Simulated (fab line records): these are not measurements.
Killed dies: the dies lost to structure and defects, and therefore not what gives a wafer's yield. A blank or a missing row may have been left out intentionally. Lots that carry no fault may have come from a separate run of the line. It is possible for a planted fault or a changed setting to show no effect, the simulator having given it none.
Which tool did it? | flow sky130 | 21 wafers from 7 lots sampled at 2 of the route's 708 steps

== WHAT EACH GAUGE READ, for each wafer ==
SKY_LI_CONTACT_RS_MEAS_22: measures by four-point-probe.
lot  | measured     | on            | LI_CONTACT_W_RS (ohm/sq)
L707 | day 30 14:29 | film_metro-02 | 0.281 0.294 0.293
L708 | day 31 01:07 | film_metro-04 | 0.294 0.294 0.289
L711 | day 31 13:34 | film_metro-04 | 0.287 0.284 0.292
L713 | day 32 15:07 | film_metro-01 | 0.278 0.273 0.275
L718 | day 34 09:04 | film_metro-01 | 0.290 0.288 0.286
L724 | day 36 01:14 | film_metro-04 | 0.288 0.288 0.289
L727 | day 36 17:51 | film_metro-02 | 0.290 0.286 0.288

== WHAT TOOL EACH LOT RAN ON (gives the tool, then ch and the chambers of the sampled wafers, and finally the start) ==
lot  | SKY_LI_CONTACT_CVD_21
L707 | cvd_w-01 ch 0,1, day 30 14:21
L708 | cvd_w-01 ch 0, day 31 00:58
L711 | cvd_w-02 ch 0,1, day 31 13:26
L713 | cvd_w-02 ch 0,1, day 32 14:58
L718 | cvd_w-01 ch 0, day 34 08:49
L724 | cvd_w-01 ch 0,1, day 36 01:07
L727 | cvd_w-01 ch 0,1, day 36 17:42
- SKY_LI_CONTACT_CVD_21: deposits W, target thk 400 nm, time 120.56 s.

== THE ANSWER, worked out from the rows above alone ==
Rule: what is usual is taken from the lots themselves. Put in order of their means at a reading, lots are off if they are a third of the lots or fewer, leave a main group of 4 or more, and stand apart from it by a gap of 3 or more times the standard deviation of the main group's means; of several such gaps the widest counts. The tables above print the reading to a certain number of digits; a main group whose means all agree to those digits is not used. Also off: a lot with no number at a reading for which 4 or more lots have one. Any other lot the step has rows for is counted as sound.
Off: L713, seen at SKY_LI_CONTACT_RS_MEAS_22 (LI_CONTACT_W_RS). The main group: mean 0.289 ohm/sq, standard deviation 0.0016.
A tool fits if, at a process step before that reading, it ran every lot that is off, and no sound lot after the first of them. Gauges at SKY_LI_CONTACT_RS_MEAS_22: tried the same way as those tools. One fits: SKY_LI_CONTACT_CVD_21 on cvd_w-02. Its last sound lot is L711 (day 31 13:26), its first lot that is off L713 (day 32 14:58): a fault that began between those two fits.

== WHAT THE SIMULATOR HAD INSERTED ==
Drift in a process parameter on cvd_w-02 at SKY_LI_CONTACT_CVD_21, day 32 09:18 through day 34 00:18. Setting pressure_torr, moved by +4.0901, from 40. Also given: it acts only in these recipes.
Struck lots among those shown: L713. The rule above reached the same finding.
